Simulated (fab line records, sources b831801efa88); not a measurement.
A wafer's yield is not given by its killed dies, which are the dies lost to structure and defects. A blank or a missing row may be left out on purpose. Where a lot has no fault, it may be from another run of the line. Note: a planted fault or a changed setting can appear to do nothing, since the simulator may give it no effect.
Which tool was responsible? / flow gf180mcu / 13 lots, 38 wafers sampled, at 4 steps of a route of 602

WHAT THE GAUGES SHOWED, per wafer
GF_POLY_GATE_THK_MEAS_17. Usual: POLY_GATE_OXIDATION_THK gives 3.99 nm (standard deviation 0.07).
lot=L320; measured=day 9 07:37; on=film_metro-02; POLY_GATE_OXIDATION_THK (nm)=4.04 4.09 3.96; flag=
lot=L321; measured=day 9 13:44; on=film_metro-02; POLY_GATE_OXIDATION_THK (nm)=4.03 3.97 4.00; flag=
lot=L323; measured=day 10 00:06; on=film_metro-03; POLY_GATE_OXIDATION_THK (nm)=3.96 4.03 4.03; flag=
lot=L324; measured=day 10 11:38; on=film_metro-03; POLY_GATE_OXIDATION_THK (nm)=3.91 4.00 3.92; flag=
lot=L325; measured=day 10 19:58; on=film_metro-02; POLY_GATE_OXIDATION_THK (nm)=4.04 4.14 4.01; flag=
lot=L326; measured=day 10 21:57; on=film_metro-04; POLY_GATE_OXIDATION_THK (nm)=3.90 3.97 3.94; flag=
lot=L327; measured=day 11 04:44; on=film_metro-02; POLY_GATE_OXIDATION_THK (nm)=3.89 3.95 3.88; flag=
lot=L328; measured=day 11 20:25; on=film_metro-02; POLY_GATE_OXIDATION_THK (nm)=3.96 3.97 3.94; flag=
lot=L329; measured=day 11 23:05; on=film_metro-04; POLY_GATE_OXIDATION_THK (nm)=4.03 4.02 3.97; flag=
lot=L331; measured=day 12 13:20; on=film_metro-04; POLY_GATE_OXIDATION_THK (nm)=4.15 4.15 4.09; flag=
lot=L332; measured=day 12 23:46; on=film_metro-03; POLY_GATE_OXIDATION_THK (nm)=3.91 3.92 3.89; flag=
lot=L333; measured=day 13 02:19; on=film_metro-04; POLY_GATE_OXIDATION_THK (nm)=4.03 4.02 4.04; flag=
lot=L340; measured=day 15 09:43; on=film_metro-02; POLY_GATE_OXIDATION_THK (nm)=4.09 4.10; flag=

GF_HV_LDD_RS_MEAS_53: a four-point-probe measurement. Usual: HV_LDD_RS gives 417.8 ohm/sq (standard deviation 1.1).
lot=L320; measured=day 12 10:00; on=film_metro-04; HV_LDD_RS (ohm/sq)=416.9 415.9 416.4; flag=
lot=L321; measured=day 12 19:02; on=film_metro-02; HV_LDD_RS (ohm/sq)=418.1 417.7 417.1; flag=
lot=L323; measured=day 13 05:30; on=film_metro-02; HV_LDD_RS (ohm/sq)=417.8 417.3 417.0; flag=
lot=L324; measured=day 13 18:18; on=film_metro-04; HV_LDD_RS (ohm/sq)=417.9 417.8 419.9; flag=
lot=L325; measured=day 14 04:14; on=film_metro-04; HV_LDD_RS (ohm/sq)=418.8 417.0 418.5; flag=
lot=L326; measured=day 14 06:32; on=film_metro-04; HV_LDD_RS (ohm/sq)=417.8 417.7 417.2; flag=
lot=L327; measured=day 14 14:33; on=film_metro-01; HV_LDD_RS (ohm/sq)=418.9 419.5 419.4; flag=
lot=L328; measured=day 15 08:05; on=film_metro-02; HV_LDD_RS (ohm/sq)=418.4 418.4 419.1; flag=
lot=L329; measured=day 15 10:50; on=film_metro-04; HV_LDD_RS (ohm/sq)=417.0 418.0 417.0; flag=
lot=L331; measured=day 16 02:19; on=film_metro-02; HV_LDD_RS (ohm/sq)=419.7 418.7 419.8; flag=
lot=L332; measured=day 16 15:02; on=film_metro-01; HV_LDD_RS (ohm/sq)=419.1 420.0 419.0; flag=
lot=L333; measured=day 16 16:26; on=film_metro-04; HV_LDD_RS (ohm/sq)=418.2 416.5 417.6; flag=
lot=L340; measured=day 19 05:37; on=film_metro-01; HV_LDD_RS (ohm/sq)=422.6 422.6 423.5 423.1; flag=OFF

WHAT TOOL EACH LOT RAN ON (gives the tool, then ch and the chambers of the sampled wafers, and finally the start)
lot=L320; GF_POLY_GATE_STRIP_14=plasma_asher-02 ch 0,1, day 9 06:13; GF_HV_LDD_IMPLANT_33=implanter-04 ch 0, day 11 13:43
lot=L321; GF_POLY_GATE_STRIP_14=plasma_asher-03 ch 0,1, day 9 11:49; GF_HV_LDD_IMPLANT_33=implanter-03 ch 0, day 11 22:01
lot=L323; GF_POLY_GATE_STRIP_14=plasma_asher-03 ch 0,1, day 9 22:35; GF_HV_LDD_IMPLANT_33=implanter-02 ch 0, day 12 08:07
lot=L324; GF_POLY_GATE_STRIP_14=plasma_asher-02 ch 1, day 10 09:13; GF_HV_LDD_IMPLANT_33=implanter-02 ch 0, day 12 21:22
lot=L325; GF_POLY_GATE_STRIP_14=plasma_asher-01 ch 0,1, day 10 18:02; GF_HV_LDD_IMPLANT_33=implanter-04 ch 0, day 13 06:37
lot=L326; GF_POLY_GATE_STRIP_14=plasma_asher-02 ch 0,1, day 10 20:34; GF_HV_LDD_IMPLANT_33=implanter-02 ch 0, day 13 08:55
lot=L327; GF_POLY_GATE_STRIP_14=plasma_asher-03 ch 0,1, day 11 03:20; GF_HV_LDD_IMPLANT_33=implanter-04 ch 0, day 13 16:55
lot=L328; GF_POLY_GATE_STRIP_14=plasma_asher-02 ch 0,1, day 11 18:53; GF_HV_LDD_IMPLANT_33=implanter-04 ch 0, day 14 09:58
lot=L329; GF_POLY_GATE_STRIP_14=plasma_asher-02 ch 0,1, day 11 21:34; GF_HV_LDD_IMPLANT_33=implanter-04 ch 0, day 14 12:52
lot=L331; GF_POLY_GATE_STRIP_14=plasma_asher-02 ch 0,1, day 12 11:56; GF_HV_LDD_IMPLANT_33=implanter-03 ch 0, day 15 03:46
lot=L332; GF_POLY_GATE_STRIP_14=plasma_asher-02 ch 0,1, day 12 21:49; GF_HV_LDD_IMPLANT_33=implanter-04 ch 0, day 15 15:52
lot=L333; GF_POLY_GATE_STRIP_14=plasma_asher-03 ch 0,1, day 12 23:31; GF_HV_LDD_IMPLANT_33=implanter-04 ch 0, day 15 17:40
lot=L340; GF_POLY_GATE_STRIP_14=plasma_asher-02 ch 0, day 15 06:23; GF_HV_LDD_IMPLANT_33=implanter-04 ch 0, day 18 04:53
- GF_POLY_GATE_STRIP_14: strips in O2/N2.
- GF_HV_LDD_IMPLANT_33

WHAT THE TOOLS THEMSELVES READ (means of the sampled wafers that have a number; where no wafer has one, the mark that the record gives instead)
GF_POLY_GATE_STRIP_14. Usual: drypump_motor_current_A 5.8 A, standard deviation 0.34; heater_power_w 336 W, standard deviation 16; oes_product_au 0.505 a.u., standard deviation 0.0045.
lot=L320; tool=plasma_asher-02; drypump_motor_current_A (A)=5.9; heater_power_w (W)=341; oes_product_au (a.u.)=0.508; flag=
lot=L321; tool=plasma_asher-03; drypump_motor_current_A (A)=5.5; heater_power_w (W)=340; oes_product_au (a.u.)=0.504; flag=
lot=L323; tool=plasma_asher-03; drypump_motor_current_A (A)=5.6; heater_power_w (W)=330; oes_product_au (a.u.)=0.510; flag=
lot=L324; tool=plasma_asher-02; drypump_motor_current_A (A)=5.7; heater_power_w (W)=352; oes_product_au (a.u.)=0.502; flag=
lot=L325; tool=plasma_asher-01; drypump_motor_current_A (A)=5.9; heater_power_w (W)=329; oes_product_au (a.u.)=0.501; flag=
lot=L326; tool=plasma_asher-02; drypump_motor_current_A (A)=5.9; heater_power_w (W)=340; oes_product_au (a.u.)=0.507; flag=
lot=L327; tool=plasma_asher-03; drypump_motor_current_A (A)=5.5; heater_power_w (W)=338; oes_product_au (a.u.)=0.509; flag=
lot=L328; tool=plasma_asher-02; drypump_motor_current_A (A)=6.2; heater_power_w (W)=330; oes_product_au (a.u.)=0.505; flag=
lot=L329; tool=plasma_asher-02; drypump_motor_current_A (A)=5.9; heater_power_w (W)=337; oes_product_au (a.u.)=0.505; flag=
lot=L331; tool=plasma_asher-02; drypump_motor_current_A (A)=6.1; heater_power_w (W)=332; oes_product_au (a.u.)=0.502; flag=
lot=L332; tool=plasma_asher-02; drypump_motor_current_A (A)=6.2; heater_power_w (W)=334; oes_product_au (a.u.)=0.503; flag=
lot=L333; tool=plasma_asher-03; drypump_motor_current_A (A)=5.5; heater_power_w (W)=338; oes_product_au (a.u.)=0.509; flag=
lot=L340; tool=plasma_asher-02; drypump_motor_current_A (A)=6.4; heater_power_w (W)=324; oes_product_au (a.u.)=0.502; flag=

THE ANSWER, worked out from the rows above alone
Rule: a lot counts as off when the mean over its wafers that have a number is more than 3 standard deviations away from the usual mean. Also off: a lot with no number at a reading for which 4 or more lots have one. The other lots that the step has rows for count as sound. First the gauges in route order, then the tools' own readings, where a lot's mean is used as printed above. The first step at which some lot is off is used, and at that step the reading that is off furthest; a lot without a number counts as furthest.
Off: L340, seen at GF_HV_LDD_RS_MEAS_53 (HV_LDD_RS).
A tool fits if, at a process step before that reading, it ran every lot that is off, and no sound lot after the first of them. Gauges at GF_HV_LDD_RS_MEAS_53: tried the same way as those tools. Can't be told from this: 3 tools fit, plasma_asher-02 at GF_POLY_GATE_STRIP_14, implanter-04 at GF_HV_LDD_IMPLANT_33, film_metro-01 at GF_HV_LDD_RS_MEAS_53.

WHAT THE SIMULATOR HAD INSERTED
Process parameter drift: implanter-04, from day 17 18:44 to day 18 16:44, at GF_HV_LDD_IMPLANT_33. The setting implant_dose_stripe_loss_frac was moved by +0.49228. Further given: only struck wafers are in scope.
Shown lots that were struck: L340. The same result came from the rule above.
